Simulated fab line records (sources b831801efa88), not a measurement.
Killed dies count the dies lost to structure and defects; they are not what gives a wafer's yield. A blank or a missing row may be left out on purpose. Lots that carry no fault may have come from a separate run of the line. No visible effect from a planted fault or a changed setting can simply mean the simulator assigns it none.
Which of the tools did it? || flow sky130 || 36 wafers from 12 lots sampled at 5 of the route's 708 steps

WHAT THE GAUGES SHOWED, per wafer
SKY_RES_PROTECT_TW_MEAS_08.
{"lot": "L409", "measured": "day 16 07:43", "on": "film metro-03", "POLY_GATE_TW": "4026 4040 4026"}
{"lot": "L410", "measured": "day 16 20:28", "on": "film metro-04", "POLY_GATE_TW": "3947 3965 3973"}
{"lot": "L413", "measured": "day 17 20:52", "on": "film metro-03", "POLY_GATE_TW": "4045 4067 4059"}
{"lot": "L414", "measured": "day 18 03:02", "on": "film metro-01", "POLY_GATE_TW": "4171 4159 4165"}
{"lot": "L415", "measured": "day 18 03:11", "on": "film metro-04", "POLY_GATE_TW": "3957 3988 3960"}
{"lot": "L416", "measured": "day 18 17:47", "on": "film metro-03", "POLY_GATE_TW": "4022 4054 4030"}
{"lot": "L424", "measured": "day 22 02:44", "on": "film metro-01", "POLY_GATE_TW": "4157 4165 4158"}
{"lot": "L425", "measured": "day 22 05:21", "on": "film metro-03", "POLY_GATE_TW": "4054 4043 4053"}
{"lot": "L426", "measured": "day 22 13:32", "on": "film metro-01", "POLY_GATE_TW": "4131 4142 4141"}
{"lot": "L427", "measured": "day 22 20:43", "on": "film metro-01", "POLY_GATE_TW": "4128 4112 4110"}
{"lot": "L428", "measured": "day 23 00:08", "on": "film metro-01", "POLY_GATE_TW": "4110 4105 4094"}
{"lot": "L429", "measured": "day 23 05:26", "on": "film metro-04", "POLY_GATE_TW": "3984 3983 3992"}

SKY_LDD_N_OVL_MEAS_07.
{"lot": "L409", "measured": "day 19 02:06", "on": "overlay-01", "LDD_N_OVL (nm)": "0.4 0.2 2.6"}
{"lot": "L410", "measured": "day 19 19:30", "on": "overlay-02", "LDD_N_OVL (nm)": "3.0 3.0 1.8"}
{"lot": "L413", "measured": "day 20 18:40", "on": "overlay-01", "LDD_N_OVL (nm)": "-1.6 -0.2 -1.4"}
{"lot": "L414", "measured": "day 20 20:35", "on": "overlay-01", "LDD_N_OVL (nm)": "2.0 2.0 0.1"}
{"lot": "L415", "measured": "day 20 20:53", "on": "overlay-02", "LDD_N_OVL (nm)": "1.2 0.4 4.4"}
{"lot": "L416", "measured": "day 21 11:47", "on": "overlay-02", "LDD_N_OVL (nm)": "0.7 1.6 1.6"}
{"lot": "L424", "measured": "day 24 19:39", "on": "overlay-02", "LDD_N_OVL (nm)": "1.3 -1.2 -0.4"}
{"lot": "L425", "measured": "day 24 21:16", "on": "overlay-02", "LDD_N_OVL (nm)": "-0.9 -1.1 -2.4"}
{"lot": "L426", "measured": "day 25 03:58", "on": "overlay-01", "LDD_N_OVL (nm)": "1.4 0.4 1.7"}
{"lot": "L427", "measured": "day 25 13:01", "on": "overlay-01", "LDD_N_OVL (nm)": "1.2 -1.9 -0.1"}
{"lot": "L428", "measured": "day 25 14:46", "on": "overlay-02", "LDD_N_OVL (nm)": "0.4 1.9 1.2"}
{"lot": "L429", "measured": "day 25 19:23", "on": "overlay-01", "LDD_N_OVL (nm)": "0.6 -1.2 1.2"}

SKY_LDD_HVP_TW_MEAS_10.
{"lot": "L409", "measured": "day 23 00:00", "on": "film metro-04", "LDD_HVP_TW": "451 448 449"}
{"lot": "L410", "measured": "day 23 19:52", "on": "film metro-04", "LDD_HVP_TW": "450 450 450"}
{"lot": "L413", "measured": "day 24 13:32", "on": "film metro-03", "LDD_HVP_TW": "458 459 458"}
{"lot": "L414", "measured": "day 24 15:15", "on": "film metro-04", "LDD_HVP_TW": "364 363 364"}
{"lot": "L415", "measured": "day 24 16:09", "on": "film metro-03", "LDD_HVP_TW": "459 457 460"}
{"lot": "L416", "measured": "day 25 07:15", "on": "film metro-04", "LDD_HVP_TW": "365 364 364"}
{"lot": "L424", "measured": "day 28 11:58", "on": "film metro-01", "LDD_HVP_TW": "470 467 467"}
{"lot": "L425", "measured": "day 28 15:04", "on": "film metro-04", "LDD_HVP_TW": "450 447 448"}
{"lot": "L426", "measured": "day 28 20:29", "on": "film metro-01", "LDD_HVP_TW": "467 469 468"}
{"lot": "L427", "measured": "day 29 05:18", "on": "film metro-01", "LDD_HVP_TW": "472 475 469"}
{"lot": "L428", "measured": "day 29 07:06", "on": "film metro-04", "LDD_HVP_TW": "452 454 452"}
{"lot": "L429", "measured": "day 29 12:12", "on": "film metro-03", "LDD_HVP_TW": "458 457 454"}

WHICH TOOL RAN EACH LOT (tool, then ch and the chambers of the sampled wafers, then the start)
{"lot": "L409", "SKY_POLY_GATE_ETCH_15": "rie diel-02 ch 1,3, day 17 16:46", "SKY_LDD_HVP_IMPLANT_08": "implanter-03 ch 0, day 22 23:45"}
{"lot": "L410", "SKY_POLY_GATE_ETCH_15": "rie diel-02 ch 0,3, day 18 05:50", "SKY_LDD_HVP_IMPLANT_08": "implanter-01 ch 0, day 23 19:39"}
{"lot": "L413", "SKY_POLY_GATE_ETCH_15": "rie diel-02 ch 0,1, day 19 08:21", "SKY_LDD_HVP_IMPLANT_08": "implanter-01 ch 0, day 24 13:19"}
{"lot": "L414", "SKY_POLY_GATE_ETCH_15": "rie diel-03 ch 2,3, day 19 12:05", "SKY_LDD_HVP_IMPLANT_08": "implanter-01 ch 0, day 24 15:00"}
{"lot": "L415", "SKY_POLY_GATE_ETCH_15": "rie diel-01 ch 0,1, day 19 12:26", "SKY_LDD_HVP_IMPLANT_08": "implanter-03 ch 0, day 24 15:54"}
{"lot": "L416", "SKY_POLY_GATE_ETCH_15": "rie diel-02 ch 1,2,3, day 20 03:34", "SKY_LDD_HVP_IMPLANT_08": "implanter-01 ch 0, day 25 07:00"}
{"lot": "L424", "SKY_POLY_GATE_ETCH_15": "rie diel-02 ch 0,2,3, day 23 12:10", "SKY_LDD_HVP_IMPLANT_08": "implanter-01 ch 0, day 28 11:43"}
{"lot": "L425", "SKY_POLY_GATE_ETCH_15": "rie diel-01 ch 0,2, day 23 14:01", "SKY_LDD_HVP_IMPLANT_08": "implanter-03 ch 0, day 28 14:49"}
{"lot": "L426", "SKY_POLY_GATE_ETCH_15": "rie diel-03 ch 1,3, day 23 21:10", "SKY_LDD_HVP_IMPLANT_08": "implanter-01 ch 0, day 28 20:16"}
{"lot": "L427", "SKY_POLY_GATE_ETCH_15": "rie diel-03 ch 0,1,3, day 24 05:51", "SKY_LDD_HVP_IMPLANT_08": "implanter-03 ch 0, day 29 05:03"}
{"lot": "L428", "SKY_POLY_GATE_ETCH_15": "rie diel-01 ch 0,2, day 24 07:24", "SKY_LDD_HVP_IMPLANT_08": "implanter-01 ch 0, day 29 06:51"}
{"lot": "L429", "SKY_POLY_GATE_ETCH_15": "rie diel-03 ch 1,2,3, day 24 12:52", "SKY_LDD_HVP_IMPLANT_08": "implanter-01 ch 0, day 29 11:57"}
- SKY_POLY_GATE_ETCH_15: etches BARC in N2/H2, stops on SiO2, time 118.5 s, target depth 110 nm.
- SKY_LDD_HVP_IMPLANT_08

AS READ BY THE TOOLS THEMSELVES (means over the sampled wafers that have a number; for cases with no such wafer, the mark the record gives instead)
SKY_POLY_GATE_ETCH_15.
{"lot": "L409", "tool": "rie diel-02", "drypump motor current A (A)": 5.83, "h2 flow sccm (sccm)": 199.9, "n2 flow sccm (sccm)": 100.13, "oes product au (a.u.)": 0.718, "throttle valve pct (%)": 13.222}
{"lot": "L410", "tool": "rie diel-02", "drypump motor current A (A)": 5.64, "h2 flow sccm (sccm)": 200.0, "n2 flow sccm (sccm)": 99.86, "oes product au (a.u.)": 0.714, "throttle valve pct (%)": 13.210}
{"lot": "L413", "tool": "rie diel-02", "drypump motor current A (A)": 5.54, "h2 flow sccm (sccm)": 200.2, "n2 flow sccm (sccm)": 100.35, "oes product au (a.u.)": 0.721, "throttle valve pct (%)": 13.215}
{"lot": "L414", "tool": "rie diel-03", "drypump motor current A (A)": 5.48, "h2 flow sccm (sccm)": 199.4, "n2 flow sccm (sccm)": 99.93, "oes product au (a.u.)": 0.719, "throttle valve pct (%)": 13.217}
{"lot": "L415", "tool": "rie diel-01", "drypump motor current A (A)": 6.01, "h2 flow sccm (sccm)": 200.4, "n2 flow sccm (sccm)": 100.20, "oes product au (a.u.)": 0.715, "throttle valve pct (%)": 13.209}
{"lot": "L416", "tool": "rie diel-02", "drypump motor current A (A)": 5.96, "h2 flow sccm (sccm)": 199.8, "n2 flow sccm (sccm)": 99.88, "oes product au (a.u.)": 0.715, "throttle valve pct (%)": 13.222}
{"lot": "L424", "tool": "rie diel-02", "drypump motor current A (A)": 5.90, "h2 flow sccm (sccm)": 199.5, "n2 flow sccm (sccm)": 100.18, "oes product au (a.u.)": 0.716, "throttle valve pct (%)": 13.212}
{"lot": "L425", "tool": "rie diel-01", "drypump motor current A (A)": 5.81, "h2 flow sccm (sccm)": 199.8, "n2 flow sccm (sccm)": 100.40, "oes product au (a.u.)": 0.713, "throttle valve pct (%)": 13.220}
{"lot": "L426", "tool": "rie diel-03", "drypump motor current A (A)": 5.69, "h2 flow sccm (sccm)": 199.7, "n2 flow sccm (sccm)": 100.11, "oes product au (a.u.)": 0.714, "throttle valve pct (%)": 13.215}
{"lot": "L427", "tool": "rie diel-03", "drypump motor current A (A)": 5.78, "h2 flow sccm (sccm)": 199.7, "n2 flow sccm (sccm)": 100.07, "oes product au (a.u.)": 0.718, "throttle valve pct (%)": 13.216}
{"lot": "L428", "tool": "rie diel-01", "drypump motor current A (A)": 5.84, "h2 flow sccm (sccm)": 200.4, "n2 flow sccm (sccm)": 99.71, "oes product au (a.u.)": 0.718, "throttle valve pct (%)": 13.203}
{"lot": "L429", "tool": "rie diel-03", "drypump motor current A (A)": 5.57, "h2 flow sccm (sccm)": 199.7, "n2 flow sccm (sccm)": 100.17, "oes product au (a.u.)": 0.716, "throttle valve pct (%)": 13.209}

SKY_LDD_HVP_IMPLANT_08.
{"lot": "L409", "tool": "implanter-03", "dose ions cm2": 1.6998e+13, "faraday current uA": 96.1}
{"lot": "L410", "tool": "implanter-01", "dose ions cm2": 1.6983e+13, "faraday current uA": 96.3}
{"lot": "L413", "tool": "implanter-01", "dose ions cm2": 1.7024e+13, "faraday current uA": 95.6}
{"lot": "L414", "tool": "implanter-01", "dose ions cm2": 8.6077e+12, "faraday current uA": 48.7}
{"lot": "L415", "tool": "implanter-03", "dose ions cm2": 1.6987e+13, "faraday current uA": 95.6}
{"lot": "L416", "tool": "implanter-01", "dose ions cm2": 8.6163e+12, "faraday current uA": 49.1}
{"lot": "L424", "tool": "implanter-01", "dose ions cm2": 1.6999e+13, "faraday current uA": 97.5}
{"lot": "L425", "tool": "implanter-03", "dose ions cm2": 1.6995e+13, "faraday current uA": 97.7}
{"lot": "L426", "tool": "implanter-01", "dose ions cm2": 1.6989e+13, "faraday current uA": 95.8}
{"lot": "L427", "tool": "implanter-03", "dose ions cm2": 1.6989e+13, "faraday current uA": 97.5}
{"lot": "L428", "tool": "implanter-01", "dose ions cm2": 1.7025e+13, "faraday current uA": 95.9}
{"lot": "L429", "tool": "implanter-01", "dose ions cm2": 1.7021e+13, "faraday current uA": 96.0}

THE ANSWER, worked out from the rows above alone
Rule: usual is defined by the lots themselves. The widest of any qualifying gaps counts: lots, ordered by their means at a reading, are off when they make up no more than a third of the lots, leave a main group of 4 or more, and stand apart from it by 3 or more times the standard deviation of that group's means. The tables above print the reading to a certain number of digits; a main group whose means all agree to those digits is not used. Also off: a lot with no number at a reading for which 4 or more lots have one. The other lots that the step has rows for count as sound. After the gauges, taken in route order, come the tools' own readings; for these a lot's mean is taken, as printed above. At the first step where some lot is off, the reading lying furthest off is the one used; lots without a number count as furthest.
Off: L414, L416, seen at SKY_LDD_HVP_TW_MEAS_10 (LDD_HVP_TW). The main group has a mean of 458 with a standard deviation of 8.1.
If a tool, at a process step before that reading, ran all the lots that are off and no sound lot after the first of them, it fits. Not tried: the gauges at SKY_LDD_HVP_TW_MEAS_10; whatever is off there is also off at SKY_LDD_HVP_IMPLANT_08, on other tools, and gauge error can't account for it. None of those tried fits.

WHAT THE SIMULATOR HAD INSERTED
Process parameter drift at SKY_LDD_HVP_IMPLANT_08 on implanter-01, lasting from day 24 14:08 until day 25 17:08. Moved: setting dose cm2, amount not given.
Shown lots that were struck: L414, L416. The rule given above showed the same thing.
